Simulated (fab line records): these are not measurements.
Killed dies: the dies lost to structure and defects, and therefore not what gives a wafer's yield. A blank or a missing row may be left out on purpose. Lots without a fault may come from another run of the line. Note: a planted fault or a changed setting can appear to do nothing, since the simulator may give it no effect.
One fault through the eyes of 2 desks	flow sfqLine	only its own numbers are on each desk; what lay behind them is given at the end

## FROM THE METROLOGY DESK
What the gauges read, lot by lot, whatever tool the lot ran on: means of the sampled wafers that have a number. If a lot's mean is further than 4 standard deviations from the usual mean, the lot is out of limits and carries the mark OUT (the distance appears in the brackets).
Columns: A = I7_OVL at SFQ_I7_OVL_MEAS_947, usual -1 nm; B = M8_OVL at SFQ_M8_OVL_MEAS_948, usual 2 nm
lot	first seen here	A	B
L655	day 75 14:46	-9	-3
L656	day 77 07:54	4	3
L661	day 78 23:07	1	3
L663	day 79 04:16	-9	7
L664	day 79 11:29	-8	10
L674	day 85 20:19	6	-6
This desk's finding: nothing out of limits on any of the 6 lots.

## AT THE TOOL OWNER'S DESK: lithoTrack-04
The tool's own readings at SFQ_TRILAYER_M8_LITHO_COAT_193 (resist thk 600 nm): means of the sampled wafers that have a number, for each lot that ran on this tool. If a lot's mean is further than 4 standard deviations from the usual mean, the lot is out of limits and carries the mark OUT (the distance appears in the brackets).
Columns: A = dispensePressureKPa at SFQ_TRILAYER_M8_LITHO_COAT_193, usual 50 kPa
lot	first seen here	A
L656	day 77 09:00	50
L663	day 79 06:00	50
L664	day 79 13:00	50
This desk's finding: nothing out of limits on any of the 3 lots.

## ALL TOGETHER
From the metrology desk's view, nothing was out of limits.
Nothing out of limits was seen by the tool owner's desk.

## WHAT THE SIMULATOR HAD PUT IN
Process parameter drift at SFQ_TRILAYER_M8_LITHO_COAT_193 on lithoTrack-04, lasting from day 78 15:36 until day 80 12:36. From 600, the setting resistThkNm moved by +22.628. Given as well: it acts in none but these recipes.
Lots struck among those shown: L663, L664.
